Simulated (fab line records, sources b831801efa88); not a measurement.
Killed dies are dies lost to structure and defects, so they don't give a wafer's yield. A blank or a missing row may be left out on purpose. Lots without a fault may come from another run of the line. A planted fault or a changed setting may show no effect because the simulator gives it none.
Split-lot experiment | flow sky130 | 5 lots, 23 wafers read, on a route of 708 steps

THE SPLIT
At SKY_PWDE_COAT_02 (resist thk 3000 nm), the setting spin_rpm was moved away from the recipe's 2000 rpm on 11 of the 23 wafers read, by -7.2% to +3.6%. The other wafers ran this setting at the recipe's value.

The reading is taken at the split's own step.

THE READING
coat_of_PWDE_COAT_02.thk_nm (the simulator's own value, which no gauge read), in nm, at SKY_PWDE_COAT_02 (resist thk 3000 nm). The file gives no usual value for it. The 12 wafers here that ran the recipe average 3004 nm, standard deviation 6.7 nm.

wafer  | tool, chamber at the split | spin_rpm as run, rpm | against the recipe | coat_of_PWDE_COAT_02.thk_nm, nm | against lot-mates on the recipe
L077.1 | litho_track-02, 0          | 1863                 | -6.9%              | 3103                            | +96
L077.2 | litho_track-02, 0          | 2000                 | recipe             | 3006                            | -
L077.3 | litho_track-02, 0          | 1863                 | -6.9%              | 3109                            | +102
L077.5 | litho_track-02, 0          | 2000                 | recipe             | 3008                            | -
L077.6 | litho_track-02, 0          | 1863                 | -6.9%              | 3112                            | +105
L079.1 | litho_track-01, 0          | 2000                 | recipe             | 3008                            | -
L079.2 | litho_track-01, 0          | 2000                 | recipe             | 2996                            | -
L079.3 | litho_track-01, 0          | 2071                 | +3.6%              | 2951                            | -51
L079.4 | litho_track-01, 0          | 2071                 | +3.6%              | 2955                            | -47
L079.6 | litho_track-01, 0          | 2071                 | +3.6%              | 2947                            | -55
L080.1 | litho_track-01, 0          | 1917                 | -4.1%              | 3052                            | +39
L080.2 | litho_track-01, 0          | 2000                 | recipe             | 3015                            | -
L080.4 | litho_track-01, 0          | 2000                 | recipe             | 3011                            | -
L080.5 | litho_track-01, 0          | 1917                 | -4.1%              | 3075                            | +62
L080.6 | litho_track-01, 0          | 1917                 | -4.1%              | 3069                            | +56
L084.1 | litho_track-04, 0          | 1857                 | -7.2%              | 3117                            | +113
L084.3 | litho_track-04, 0          | 2000                 | recipe             | 2999                            | -
L084.4 | litho_track-04, 0          | 2000                 | recipe             | 3007                            | -
L084.5 | litho_track-04, 0          | 2000                 | recipe             | 3007                            | -
L084.6 | litho_track-04, 0          | 1857                 | -7.2%              | 3123                            | +119
L085.3 | litho_track-04, 0          | 2000                 | recipe             | 3001                            | -
L085.4 | litho_track-04, 0          | 2000                 | recipe             | 3000                            | -
L085.5 | litho_track-04, 0          | 2000                 | recipe             | 2990                            | -

THE FIT
A straight line over all 23 wafers: coat_of_PWDE_COAT_02.thk_nm changes by -15.4 nm for each +1% of spin_rpm; r = -0.99; the points scatter about the line by 6.9 nm.
The same after taking each lot's own level away (the mean of its wafers on the recipe; 23 wafers): -14.8 nm for each +1%; r = -0.99; scatter 7 nm.
On that fit, the largest move of spin_rpm shifts the reading by 1.1e+02 nm.
The lots' own levels span 2997.0 to 3013.0 nm, that is 2.4 times the standard deviation above.
So the lot-to-lot level changes the slope little: the two slopes agree.
Check: with one of the wafers moved furthest among these (-7.2%) left out of the fit, the line predicts +105 nm for it against its lot-mates. It came out at +113 nm against them.

OTHER SPLITS ON THESE WAFERS
These wafers also went through other splits before the reading. Each is held against what the fit with the lots' levels taken away leaves over:
other split on the same wafers      | wafers away from the commonest value | r with coat_of_PWDE_COAT_02.thk_nm (lot level and that fit taken away)
SKY_FIELD_ISO_COAT_07 resist_thk_nm | 9                                    | +0.00
SKY_FIELD_ISO_OXIDATION_22 temp_c   | 18                                   | -0.06
SKY_NWELL_OXIDATION_01 temp_c       | 15                                   | +0.11
SKY_DNWELL_EXPOSE_04 dose_mj        | 6                                    | -0.39

THE WHOLE CHAIN: every reading that the file lists as answering this split, in the file's order
step              | what it does       | reading                                                                      | change (the file's fit)              | r (the file's)
SKY_PWDE_COAT_02  | resist thk 3000 nm | coat_of_PWDE_COAT_02.thk_nm (the simulator's own value, which no gauge read) | -15 nm for each +1% of the setting   | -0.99
SKY_PWDE_STRIP_09 | strips in O2/N2    | strip_time_to_endpoint_s                                                     | withheld for each +1% of the setting | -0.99

THE FILE'S OWN FIT
coat_of_PWDE_COAT_02.thk_nm changes by -15 nm for each +1% of spin_rpm, r = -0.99.
